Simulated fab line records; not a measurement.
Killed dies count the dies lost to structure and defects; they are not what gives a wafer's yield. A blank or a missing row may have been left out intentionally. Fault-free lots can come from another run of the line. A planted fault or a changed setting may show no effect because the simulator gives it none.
Which of the tools did it? | flow gf180mcu | 24 lots, 72 wafers sampled, at 3 steps of a route of 602

WHAT THE GAUGES SHOWED, per wafer
GF_V3_THK_MEAS_01. Usual: for V3_CVD_00_THK the level is 599 nm and the standard deviation is 6.4.
lot  | measured     | on            | V3_CVD_00_THK (nm) | flag
L074 | day 20 23:32 | film metro-01 | 591 598 596        |
L075 | day 21 11:47 | film metro-02 | 593 596 609        |
L076 | day 21 23:22 | film metro-02 | 592 598 597        |
L077 | day 22 07:38 | film metro-03 | 604 606 598        |
L078 | day 22 16:47 | film metro-01 | 598 608 597        |
L079 | day 23 11:22 | film metro-01 | 598 600 598        |
L080 | day 23 19:46 | film metro-03 | 589 596 606        |
L081 | day 24 03:15 | film metro-02 | 599 602 601        |
L082 | day 24 09:10 | film metro-02 | 598 595 600        |
L083 | day 24 15:24 | film metro-02 | 598 596 588        |
L084 | day 24 21:35 | film metro-01 | 612 604 615        |
L085 | day 25 11:32 | film metro-03 | 606 604 603        |
L086 | day 25 14:33 | film metro-03 | 589 590 590        |
L087 | day 26 03:14 | film metro-01 | 600 599 590        |
L088 | day 26 07:37 | film metro-01 | 599 594 597        |
L089 | day 26 16:43 | film metro-03 | 603 605 601        |
L090 | day 26 23:23 | film metro-03 | 597 584 591        |
L091 | day 27 06:04 | film metro-03 | 597 594 606        |
L092 | day 27 22:01 | film metro-03 | 592 599 597        |
L093 | day 27 23:44 | film metro-02 | 596 596 595        |
L094 | day 28 01:22 | film metro-03 | 594 596 594        |
L095 | day 28 09:45 | film metro-02 | 591 605 598        |
L096 | day 28 18:54 | film metro-03 | 606 609 610        |
L097 | day 29 00:25 | film metro-02 | 592 601 600        |

WHICH TOOL RAN EACH LOT (tool, then ch and the chambers of the sampled wafers, then the start)
lot  | GF_M1_SPUTTER_04             | GF_M2_SPUTTER_04
L074 | pvd sputter-01, day 15 20:27 | pvd sputter-03, day 17 20:28
L075 | pvd sputter-01, day 16 07:10 | pvd sputter-04, day 18 06:49
L076 | pvd sputter-04, day 16 18:58 | pvd sputter-04, day 18 19:21
L077 | pvd sputter-01, day 17 02:18 | pvd sputter-01, day 19 03:12
L078 | pvd sputter-04, day 17 12:03 | pvd sputter-01, day 19 13:30
L079 | pvd sputter-01, day 18 03:17 | pvd sputter-04, day 20 06:45
L080 | pvd sputter-04, day 18 14:00 | pvd sputter-01, day 20 16:30
L081 | pvd sputter-01, day 18 21:14 | pvd sputter-04, day 21 00:11
L082 | pvd sputter-04, day 19 03:37 | pvd sputter-03, day 21 06:56
L083 | pvd sputter-04, day 19 11:09 | pvd sputter-01, day 21 13:55
L084 | pvd sputter-01, day 19 16:17 | pvd sputter-01, day 21 19:29
L085 | pvd sputter-01, day 20 08:54 | pvd sputter-01, day 22 12:35
L086 | pvd sputter-04, day 20 12:47 | pvd sputter-01, day 22 15:27
L087 | pvd sputter-01, day 20 23:41 | pvd sputter-01, day 23 02:19
L088 | pvd sputter-02, day 21 07:14 | pvd sputter-04, day 23 10:55
L089 | pvd sputter-04, day 21 17:20 | pvd sputter-01, day 23 19:25
L090 | pvd sputter-02, day 21 21:06 | pvd sputter-04, day 23 22:59
L091 | pvd sputter-01, day 22 09:08 | pvd sputter-01, day 24 10:51
L092 | pvd sputter-02, day 22 23:53 | pvd sputter-01, day 25 04:28
L093 | pvd sputter-01, day 23 05:01 | pvd sputter-01, day 25 06:34
L094 | pvd sputter-02, day 23 05:16 | pvd sputter-04, day 25 07:28
L095 | pvd sputter-04, day 23 19:01 | pvd sputter-04, day 25 17:31
L096 | pvd sputter-01, day 24 02:16 | pvd sputter-01, day 26 03:07
L097 | pvd sputter-02, day 24 11:23 | pvd sputter-01, day 26 07:45
- GF_M1_SPUTTER_04: material TiN, target thk 50 nm, time 41.7 s.
- GF_M2_SPUTTER_04: material TiN, target thk 50 nm, time 41.7 s.

AS READ BY THE TOOLS THEMSELVES (means over the sampled wafers that have a number; for cases with no such wafer, the mark the record gives instead)
GF_M1_SPUTTER_04. Usual: 30.2 % for throttle valve pct, sd 0.79.
lot  | tool           | throttle valve pct (%) | flag
L074 | pvd sputter-01 | 29.8                   |
L075 | pvd sputter-01 | 30.0                   |
L076 | pvd sputter-04 | 30.4                   |
L077 | pvd sputter-01 | 29.7                   |
L078 | pvd sputter-04 | 30.6                   |
L079 | pvd sputter-01 | 30.0                   |
L080 | pvd sputter-04 | 31.1                   |
L081 | pvd sputter-01 | 30.0                   |
L082 | pvd sputter-04 | 31.5                   |
L083 | pvd sputter-04 | 31.4                   |
L084 | pvd sputter-01 | 29.5                   |
L085 | pvd sputter-01 | 30.0                   |
L086 | pvd sputter-04 | 30.4                   |
L087 | pvd sputter-01 | 29.9                   |
L088 | pvd sputter-02 | 29.8                   |
L089 | pvd sputter-04 | 31.2                   |
L090 | pvd sputter-02 | 29.9                   |
L091 | pvd sputter-01 | 30.0                   |
L092 | pvd sputter-02 | 29.6                   |
L093 | pvd sputter-01 | 29.9                   |
L094 | pvd sputter-02 | 29.8                   |
L095 | pvd sputter-04 | 31.1                   |
L096 | pvd sputter-01 | 29.8                   |
L097 | pvd sputter-02 | 29.1                   |

GF_M2_SPUTTER_04. Usual: 30.2 % for throttle valve pct, sd 0.78.
lot  | tool           | throttle valve pct (%) | flag
L074 | pvd sputter-03 | 30.0                   |
L075 | pvd sputter-04 | 29.8                   |
L076 | pvd sputter-04 | 31.2                   |
L077 | pvd sputter-01 | 29.8                   |
L078 | pvd sputter-01 | 29.5                   |
L079 | pvd sputter-04 | 31.1                   |
L080 | pvd sputter-01 | 29.8                   |
L081 | pvd sputter-04 | 30.8                   |
L082 | pvd sputter-03 | 29.3                   |
L083 | pvd sputter-01 | 30.1                   |
L084 | pvd sputter-01 | 29.9                   |
L085 | pvd sputter-01 | 29.7                   |
L086 | pvd sputter-01 | 30.3                   |
L087 | pvd sputter-01 | 30.2                   |
L088 | pvd sputter-04 | 30.7                   |
L089 | pvd sputter-01 | 29.9                   |
L090 | pvd sputter-04 | 30.5                   |
L091 | pvd sputter-01 | 30.0                   |
L092 | pvd sputter-01 | 30.1                   |
L093 | pvd sputter-01 | 30.0                   |
L094 | pvd sputter-04 | 30.9                   |
L095 | pvd sputter-04 | 30.8                   |
L096 | pvd sputter-01 | 30.3                   |
L097 | pvd sputter-01 | 29.7                   |

THE ANSWER, worked out from the rows above alone
Rule: take the mean of a lot's wafers that have a number; if it is more than 3 standard deviations from the usual mean, the lot is off. A lot without any number at a reading at which 4 lots or more have one is off too. The other lots that the step has rows for count as sound. After the gauges, taken in route order, come the tools' own readings; for these a lot's mean is taken, as printed above. The first step at which some lot is off is used, and at that step the reading that is off furthest; a lot without a number counts as furthest.
No lot is off on any of the readings shown, so nothing can be concluded from this.

WHAT THE SIMULATOR PUT IN
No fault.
